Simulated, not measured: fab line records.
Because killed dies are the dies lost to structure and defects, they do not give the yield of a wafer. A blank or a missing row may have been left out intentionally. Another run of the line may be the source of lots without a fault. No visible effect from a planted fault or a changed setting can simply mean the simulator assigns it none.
fab line records ; flow sky130
[record] lots = 14; wafers = 39; last-day = 50
route steps=708 shown LDD_P@266 SPACER@305 SD_P@331 LOCAL_INTERCONNECT@400 PAD_OPEN@708
lots that met no fault: taken from a fault-free run of the same line
start-h: hours from the record's opening day to when the first of the lot's shown wafers began ; wait-h: hours elapsed since this lot's preceding step ; " as in the row above ; L1.1+2: a single row standing in for several wafers ; - value missing, or start not given ; * or withheld: withheld ; < > ~ a bound
route shown NAME@n: NAME is a module with steps in the file, n the number in the route of the first one ; usual: average and standard deviation across the fault-free wafers ; same: alike in all rows ; chamber/n: place in a boat ; sites: each site's reading ; _std_site: the standard deviation of these ; _edge_site: outer sites' mean less inner sites' ; radius-mm: how far each site lies from the wafer's centre ; mask NAME#n: copy n ; behind: the tool/chamber that last shaped the wafer ; hold: reason for holding the lot/hours on hold/outcome of the hold ; device: names the non-switching transistor (n, p or np) ; end of line: the tests these same wafers got at the end of their route ; a step given without rows: its recipe and nothing more ; killed: count of dies lost to structure and defects at first sort (not the wafer's yield) ; map: the dies of a wafer, with x for killed, . for not killed, _ for no die there
set.NAME: the run value of the setting; set.NAME@STEP: its run value at that earlier step ; model.NAME: the simulator's own value behind a step, which no gauge read
a sample of lots followed through the steps of the route, with each step as a table and each wafer as a row
services: when a tool's chamber went out of use (start-h, in hours from the record's first day, below 0 if earlier), for how many hours, and the reason
[[steps]]
[step SKY_LDD_P_TW_MEAS_11]
[usual] LDD_P_TW = 637/6.4
lot.wafer;tool;chamber;start-h;wait-h;LDD_P_TW
L416.1;film-metro-03;-;426.20;0.1;640
L416.5;film-metro-03;-;426.20;0.1;637
L416.6;film-metro-03;-;426.20;0.1;637
L418.1;film-metro-04;-;441.65;0.1;644
L418.4;film-metro-04;-;441.65;0.1;642
L418.6;film-metro-04;-;441.65;0.1;644
L421.1;film-metro-04;-;472.60;0.1;635
L421.5;film-metro-04;-;472.60;0.1;642
L421.6;film-metro-04;-;472.60;0.1;638
L424.1;film-metro-04;-;505.85;0.1;637
L424.2;film-metro-04;-;505.85;0.1;638
L424.5;film-metro-04;-;505.85;0.1;640
L425.2;film-metro-04;-;511.61;0.1;636
L425.5;film-metro-04;-;511.61;0.1;639
L425.6;film-metro-04;-;511.61;0.1;638
L426.1;film-metro-03;-;524.15;0.1;641
L426.2;film-metro-03;-;524.15;0.1;643
L426.3;film-metro-03;-;524.15;0.1;643
L428.1;film-metro-03;-;541.85;0.1;638
L428.4;film-metro-03;-;541.85;0.1;641
L428.5;film-metro-03;-;541.85;0.1;641
L430.2;film-metro-04;-;560.11;0.1;645
L430.4;film-metro-04;-;560.11;0.1;639
L430.5;film-metro-04;-;560.11;0.1;643
L429.1;film-metro-01;-;561.67;0.1;630
L429.3;film-metro-01;-;561.67;0.1;628
L429.5;film-metro-01;-;561.67;0.1;630
L432.3;film-metro-03;-;573.99;0.1;645
L432.4;film-metro-03;-;573.99;0.1;639
L432.6;film-metro-03;-;573.99;0.1;639
L433.4;film-metro-01;-;583.08;0.1;625
L433.5;film-metro-01;-;583.08;0.1;626
L434.2;film-metro-04;-;599.91;0.1;646
L434.5;film-metro-04;-;599.91;0.1;642
L435.2;film-metro-03;-;603.66;0.1;636
L435.3;film-metro-03;-;603.66;0.1;635
L439.2;film-metro-01;-;635.51;0.1;626
L439.4;film-metro-01;-;635.51;0.1;632
L439.5;film-metro-01;-;635.51;0.1;630
[step SKY_SPACER_THK_MEAS_01]
[recipe] reads = Si3N4_of_SPACER_CVD_00
[usual] SPACER_CVD_00_THK = 43.1/0.43
lot.wafer;tool;chamber;start-h;wait-h;SPACER_CVD_00_THK[nm]
L416.1;film-metro-03;-;521.64;0.0;42.8
L416.5;film-metro-03;-;521.64;0.0;43.0
L416.6;film-metro-03;-;521.64;0.0;43.0
L418.1;film-metro-03;-;537.59;0.0;42.5
L418.4;film-metro-03;-;537.59;0.0;42.6
L418.6;film-metro-03;-;537.59;0.0;42.8
L421.1;film-metro-01;-;568.17;0.0;43.7
L421.5;film-metro-01;-;568.17;0.0;43.8
L421.6;film-metro-01;-;568.17;0.0;43.8
L424.1;film-metro-04;-;598.40;0.0;42.9
L424.2;film-metro-04;-;598.40;0.0;42.8
L424.5;film-metro-04;-;598.40;0.0;42.5
L425.2;film-metro-03;-;603.30;0.0;43.4
L425.5;film-metro-03;-;603.30;0.0;43.1
L425.6;film-metro-03;-;603.30;0.0;43.2
L426.1;film-metro-01;-;614.45;0.0;43.5
L426.2;film-metro-01;-;614.45;0.0;43.6
L426.3;film-metro-01;-;614.45;0.0;43.0
L428.1;film-metro-03;-;631.49;0.0;43.0
L428.4;film-metro-03;-;631.49;0.0;42.9
L428.5;film-metro-03;-;631.49;0.0;42.9
L430.2;film-metro-03;-;650.68;0.0;42.7
L430.4;film-metro-03;-;650.68;0.0;42.8
L430.5;film-metro-03;-;650.68;0.0;42.5
L429.1;film-metro-03;-;653.23;0.0;42.9
L429.3;film-metro-03;-;653.23;0.0;43.1
L429.5;film-metro-03;-;653.23;0.0;43.0
L432.3;film-metro-03;-;662.53;0.0;43.3
L432.4;film-metro-03;-;662.53;0.0;42.6
L432.6;film-metro-03;-;662.53;0.0;43.0
L433.4;film-metro-04;-;671.08;0.0;42.8
L433.5;film-metro-04;-;671.08;0.0;42.7
L434.2;film-metro-03;-;687.37;0.0;43.5
L434.5;film-metro-03;-;687.37;0.0;43.1
L435.2;film-metro-01;-;692.09;0.0;43.6
L435.3;film-metro-01;-;692.09;0.0;43.2
L439.2;film-metro-01;-;720.51;0.0;43.6
L439.4;film-metro-01;-;720.51;0.0;43.5
L439.5;film-metro-01;-;720.51;0.0;43.7
[step SKY_SD_P_TW_MEAS_11]
[usual] SD_P_TW = 2815/38
lot.wafer;tool;chamber;start-h;wait-h;SD_P_TW
L416.1;film-metro-02;-;581.70;0.1;2785
L416.5;film-metro-02;-;581.70;0.1;2774
L416.6;film-metro-02;-;581.70;0.1;2775
L418.1;film-metro-02;-;597.05;0.1;2774
L418.4;film-metro-02;-;597.05;0.1;2768
L418.6;film-metro-02;-;597.05;0.1;2785
L421.1;film-metro-03;-;627.62;0.1;2857
L421.5;film-metro-03;-;627.62;0.1;2855
L421.6;film-metro-03;-;627.62;0.1;2858
L424.1;film-metro-03;-;656.95;0.1;2878
L424.2;film-metro-03;-;656.95;0.1;2855
L424.5;film-metro-03;-;656.95;0.1;2862
L425.2;film-metro-02;-;661.11;0.1;2772
L425.5;film-metro-02;-;661.11;0.1;2779
L425.6;film-metro-02;-;661.11;0.1;2770
L426.1;film-metro-04;-;672.30;0.1;2830
L426.2;film-metro-04;-;672.30;0.1;2832
L426.3;film-metro-04;-;672.30;0.1;2838
L428.1;film-metro-02;-;689.00;0.1;2779
L428.4;film-metro-02;-;689.00;0.1;2761
L428.5;film-metro-02;-;689.00;0.1;2783
L430.2;film-metro-04;-;706.78;0.1;2856
L430.4;film-metro-04;-;706.78;0.1;2872
L430.5;film-metro-04;-;706.78;0.1;2848
L429.1;film-metro-02;-;709.25;0.1;2776
L429.3;film-metro-02;-;709.25;0.1;2782
L429.5;film-metro-02;-;709.25;0.1;2774
L432.3;film-metro-02;-;718.02;0.1;2775
L432.4;film-metro-02;-;718.02;0.1;2763
L432.6;film-metro-02;-;718.02;0.1;2792
L433.4;film-metro-03;-;726.08;0.1;2843
L433.5;film-metro-03;-;726.08;0.1;2855
L434.2;film-metro-02;-;743.11;0.1;2785
L434.5;film-metro-02;-;743.11;0.1;2786
L435.2;film-metro-04;-;747.06;0.1;2850
L435.3;film-metro-04;-;747.06;0.1;2837
L439.2;film-metro-03;-;774.83;0.1;2886
L439.4;film-metro-03;-;774.83;0.1;2861
L439.5;film-metro-03;-;774.83;0.1;2860
[step SKY_LOCAL_INTERCONNECT_ETCH_13]
[recipe] chemistry = N2/H2; target = BARC; ion-energy-ev = 200; bias-w = 100; pressure-mtorr = 30; n2-flow-sccm = 100; h2-flow-sccm = 200; icp-w = 500; stop-on = SiO2; time-s = 45.9; target-depth-a = 600
[usual] drypump-motor-current-A = 5.7/0.4; oes-product-au = 0.854/0.0051; run-length-s = 73.9/0.36; throttle-valve-pct = 13.225/0.0093
lot.wafer;tool;chamber;start-h;wait-h;drypump-motor-current-A;oes-product-au;rf-hours-counter-h;run-length-s;throttle-valve-pct
L416.1;rie-metal-04;1;698.50;0.0;5.2;0.857;8;74.1;13.219
L416.5;rie-metal-04;1;698.50;0.0;5.2;0.856;-;74.1;13.233
L416.6;rie-metal-04;0;698.50;0.0;6.1;0.872;-;74.2;13.222
L418.1;rie-metal-01;0;714.02;0.0;5.7;0.859;13;73.7;13.223
L418.4;rie-metal-01;0;714.02;0.0;5.7;0.857;-;73.4;13.243
L418.6;rie-metal-01;0;714.02;0.0;5.6;0.852;-;73.9;13.222
L421.1;rie-metal-01;1;741.27;0.0;5.4;0.861;2;73.7;13.235
L421.5;rie-metal-01;1;741.27;0.0;5.4;0.858;-;73.5;13.220
L421.6;rie-metal-01;0;741.27;0.0;5.7;0.858;-;73.8;13.231
L424.1;rie-metal-01;1;768.70;0.0;5.5;0.854;3;73.3;13.231
L424.2;rie-metal-01;1;768.70;0.0;5.5;0.855;-;73.6;13.228
L424.5;rie-metal-01;1;768.70;0.0;5.5;0.851;-;73.9;13.220
L425.2;rie-metal-04;0;772.77;0.0;6.0;0.853;3;74.4;13.229
L425.5;rie-metal-04;0;772.77;0.0;6.1;0.847;-;74.3;13.225
L425.6;rie-metal-04;1;772.77;0.0;5.2;0.854;-;74.1;13.227
L426.1;rie-metal-03;0;784.42;0.0;6.2;0.853;11;74.2;13.235
L426.2;rie-metal-03;1;784.42;0.0;5.1;0.850;16;74.2;13.228
L426.3;rie-metal-03;1;784.42;0.0;5.1;0.858;-;74.2;13.233
L428.1;rie-metal-03;1;800.10;0.0;5.1;0.848;16;74.0;13.223
L428.4;rie-metal-03;0;800.10;0.0;6.3;0.851;-;74.0;13.221
L428.5;rie-metal-03;0;800.10;0.0;6.3;0.849;-;74.2;13.246
L430.2;rie-metal-03;0;817.72;0.0;6.2;0.853;13;74.3;13.228
L430.4;rie-metal-03;1;817.72;0.0;5.1;0.851;-;73.8;13.234
L430.5;rie-metal-03;0;817.72;0.0;6.2;0.856;-;74.6;13.242
L429.1;rie-metal-01;0;820.12;0.0;5.7;0.853;1;73.9;13.228
L429.3;rie-metal-01;1;820.12;0.0;5.4;0.859;-;73.7;13.230
L429.5;rie-metal-01;0;820.12;0.0;5.6;0.846;-;73.9;13.236
L432.3;rie-metal-03;1;826.54;0.0;5.1;0.856;-;74.0;13.222
L432.4;rie-metal-03;0;826.54;0.0;6.2;0.849;-;74.1;13.217
L432.6;rie-metal-03;0;826.54;0.0;6.2;0.854;-;74.2;13.225
L433.4;rie-metal-03;1;836.99;0.0;5.1;0.893;-;71.7;13.212
L433.5;rie-metal-03;0;836.99;0.0;6.2;0.846;-;74.0;13.242
L434.2;rie-metal-03;0;852.02;0.0;6.2;0.905;-;71.9;13.221
L434.5;rie-metal-03;0;852.02;0.0;6.2;0.853;-;74.2;13.231
L435.2;rie-metal-03;0;854.22;0.0;6.2;0.905;-;71.7;13.236
L435.3;rie-metal-03;0;854.22;0.0;6.2;0.856;-;74.6;13.207
L439.2;rie-metal-01;1;882.40;0.0;5.4;0.854;9;74.0;13.229
L439.4;rie-metal-01;1;882.40;0.0;5.4;0.848;-;73.4;13.227
L439.5;rie-metal-01;1;882.40;0.0;5.4;0.849;-;73.4;13.231
[step SKY_PAD_OPEN_PROBE_99]
[usual] killed_at_M0_to_M3 = 45/7.3; killed_at_M4_up = 3.1/1.7; killed-at-contacts = 25/5.1; killed-at-front-end = 15/4.5; killed-at-other = 0.3/0.56; killed-dies = 88/9.4; killed-open = 47/6.6; killed-short = 40/6.9
[same] gross-dies = 492; killed-at-back-side = 0
lot.wafer;tool;chamber;start-h;wait-h;killed_at_M0_to_M3;killed_at_M4_up;killed-at-contacts;killed-at-front-end;killed-at-other;killed-dies;killed-open;killed-short
L424.1;prober-01;-;1120.87;0.1;53;4;26;20;0;103;55;48
L424.2;prober-01;-;1120.92;0.1;46;1;32;9;0;88;58;29
L424.5;prober-01;-;1121.07;0.2;36;5;33;13;0;87;50;37
L425.2;prober-02;-;1124.76;0.1;35;3;25;23;0;86;40;46
L425.5;prober-02;-;1124.91;0.2;47;4;25;10;1;87;49;37
L425.6;prober-02;-;1124.96;0.2;50;0;38;11;1;100;60;39
L426.1;prober-01;-;1132.55;0.1;35;5;27;16;0;83;41;42
L426.2;prober-01;-;1132.60;0.1;49;2;30;17;0;98;48;50
L426.3;prober-01;-;1132.65;0.2;54;3;24;14;0;95;50;45
L430.2;prober-02;-;1157.62;0.1;58;5;25;10;0;98;51;47
L430.4;prober-02;-;1157.72;0.2;51;2;13;7;2;75;32;41
L429.1;prober-01;-;1157.85;0.1;50;2;21;17;0;90;55;35
L429.3;prober-01;-;1157.95;0.2;31;5;19;20;0;75;49;26
L429.5;prober-01;-;1158.05;0.2;51;1;20;15;0;87;52;35
L435.2;prober-02;-;1181.22;0.1;46;7;25;16;0;94;52;42
L435.3;prober-02;-;1181.27;0.2;49;2;21;20;0;92;49;43
// killed by level:class
L424.1 VIA1:geometric-particle:open=14 CONTACT:geometric-particle:open=14 FIELD_ISO:geometric-particle:open=7 VIA1:geometric-particle:short=6 METAL3:geometric-particle:short=5 CONTACT:geometric-particle:short=5 METAL2:geometric-particle:short=5 METAL1:geometric-particle:short=5
L424.2 CONTACT:geometric-particle:open=14 VIA1:geometric-particle:open=13 VIA3:geometric-particle:open=10 LI_CONTACT:geometric-particle:open=8 VIA2:geometric-particle:open=6 VIA2:geometric-particle:short=5 FIELD_ISO:geometric-particle:short=4 METAL2:geometric-particle:short=4
L424.5 CONTACT:geometric-particle:open=13 VIA1:geometric-particle:open=8 VIA3:geometric-particle:open=6 POLY_GATE:geometric-particle:open=6 LI_CONTACT:geometric-particle:open=6 LOCAL_INTERCONNECT:geometric-particle:short=6 METAL2:geometric-particle:short=6 CONTACT:geometric-particle:short=4
L425.2 FIELD_ISO:geometric-particle:open=8 CONTACT:geometric-particle:short=7 VIA3:geometric-particle:open=7 FIELD_ISO:geometric-particle:short=5 POLY_GATE:geometric-particle:short=5 LI_CONTACT:geometric-particle:open=5 LOCAL_INTERCONNECT:geometric-particle:short=5 METAL1:geometric-particle:short=5
L425.5 CONTACT:geometric-particle:open=12 VIA1:geometric-particle:open=10 VIA1:geometric-particle:short=8 LI_CONTACT:geometric-particle:open=7 VIA3:geometric-particle:open=6 VIA2:geometric-particle:open=5 METAL3:geometric-particle:short=4 VIA3:geometric-particle:short=4
L425.6 CONTACT:geometric-particle:open=19 VIA1:geometric-particle:open=14 METAL2:geometric-particle:short=7 VIA2:geometric-particle:open=7 LI_CONTACT:geometric-particle:open=5 CONTACT:geometric-particle:short=5 METAL1:geometric-particle:short=5 POLY_GATE:geometric-particle:open=4
L426.1 CONTACT:geometric-particle:open=9 METAL1:geometric-particle:short=7 LI_CONTACT:geometric-particle:short=6 CONTACT:geometric-particle:short=5 POLY_GATE:geometric-particle:open=4 POLY_GATE:geometric-particle:short=4 SPACER:geometric-particle:open=4 VIA2:geometric-particle:open=4
L426.2 VIA1:geometric-particle:open=10 CONTACT:geometric-particle:short=9 CONTACT:geometric-particle:open=7 LI_CONTACT:geometric-particle:open=6 METAL1:geometric-particle:short=6 VIA3:geometric-particle:open=6 POLY_GATE:geometric-particle:short=5 VIA1:geometric-particle:short=5
L426.3 VIA1:geometric-particle:open=16 CONTACT:geometric-particle:open=8 METAL1:geometric-particle:short=7 LOCAL_INTERCONNECT:geometric-particle:short=6 VIA1:geometric-particle:short=6 VIA2:geometric-particle:open=6 LI_CONTACT:geometric-particle:open=5 METAL2:geometric-particle:short=5
L430.2 VIA2:geometric-particle:open=12 VIA1:geometric-particle:open=11 LOCAL_INTERCONNECT:geometric-particle:short=8 METAL1:geometric-particle:short=6 METAL2:geometric-particle:short=6 LI_CONTACT:geometric-particle:open=5 CONTACT:geometric-particle:open=5 VIA3:geometric-particle:short=5
L430.4 METAL1:geometric-particle:short=10 VIA2:geometric-particle:open=9 VIA1:geometric-particle:open=7 CONTACT:geometric-particle:short=6 METAL2:geometric-particle:short=5 VIA3:geometric-particle:open=5 VIA2:geometric-particle:short=5 CONTACT:geometric-particle:open=4
L429.1 VIA1:geometric-particle:open=13 VIA1:geometric-particle:short=12 CONTACT:geometric-particle:open=7 VIA2:geometric-particle:open=7 VIA3:geometric-particle:open=7 POLY_GATE:geometric-particle:open=5 LI_CONTACT:geometric-particle:open=5 METAL1:geometric-particle:short=5
L429.3 VIA1:geometric-particle:open=12 LI_CONTACT:geometric-particle:open=9 FIELD_ISO:geometric-particle:short=5 VIA2:geometric-particle:open=5 CONTACT:geometric-particle:open=5 POLY_GATE:geometric-particle:open=4 POLY_GATE:geometric-particle:short=4 VIA3:geometric-particle:open=4
L429.5 VIA1:geometric-particle:open=12 CONTACT:geometric-particle:open=9 VIA3:geometric-particle:open=9 VIA2:geometric-particle:open=8 METAL2:geometric-particle:short=7 VIA1:geometric-particle:short=6 FIELD_ISO:geometric-particle:short=5 FIELD_ISO:geometric-particle:open=4
L435.2 VIA1:geometric-particle:open=10 VIA3:geometric-particle:open=10 CONTACT:geometric-particle:open=9 CONTACT:geometric-particle:short=7 FIELD_ISO:geometric-particle:open=6 LI_CONTACT:geometric-particle:open=5 VIA1:geometric-particle:short=5 METAL2:geometric-particle:short=5
L435.3 VIA1:geometric-particle:open=10 VIA2:geometric-particle:open=9 METAL2:geometric-particle:short=8 LI_CONTACT:geometric-particle:open=7 VIA3:geometric-particle:open=6 CONTACT:geometric-particle:open=6 FIELD_ISO:geometric-particle:open=5 FIELD_ISO:geometric-particle:short=5
[[services]]
tool;chamber;start-h;hours;kind
rie-metal-01;1;707.16;12.7;repair
rie-metal-04;-;719.40;0.3;repair
rie-metal-03;-;735.52;0.3;repair
rie-metal-01;0;767.76;-;clean
rie-metal-01;0;767.76;10.4;scheduled-down
rie-metal-01;0;767.76;10.4;vent-cycle
rie-metal-01;0;780.36;27.9;repair
rie-metal-04;1;828.19;28.1;repair
rie-metal-03;1;849.82;-;clean
rie-metal-03;1;849.82;14.2;scheduled-down
rie-metal-03;1;849.82;14.2;vent-cycle
rie-metal-03;-;878.92;0.6;repair
[[key]]
[first-sign] step = SKY_LOCAL_INTERCONNECT_ETCH_13; reading = oes-product-au; direction = up; sigmas = 9.3; usual = 0.854; struck = 0.901
[effect] step = SKY_LOCAL_INTERCONNECT_ETCH_13; reading = run-length-s; direction = down; sigmas = 6; usual = *; struck = *
met-at SKY_LOCAL_INTERCONNECT_ETCH_13
struck-lots L433,L434,L435
struck-wafers L433.4,L434.2,L435.2
tester-left-out L433,L434,L435
not-acting-at SKY_LDD_P_TW_MEAS_11,SKY_SPACER_THK_MEAS_01,SKY_SD_P_TW_MEAS_11
onset-between 826.54 836.99
[fault] kind = process-parameter-drift; tool = rie-metal-03; chamber = -; onset-h = 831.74; steps = SKY_LOCAL_INTERCONNECT_ETCH_13; channel = time-s; offset = *; shape = step; end-h = 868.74; scope = struck-wafers-only; acts-in = *; stated = *
// tester-left-out: of these lots the tester's yield and bins aren't shown, on N5 and GAA mostly nor the transistor test; their killed dies are dies lost to structure and defects alone, not to doping, threshold or leakage, so they don't give the yield
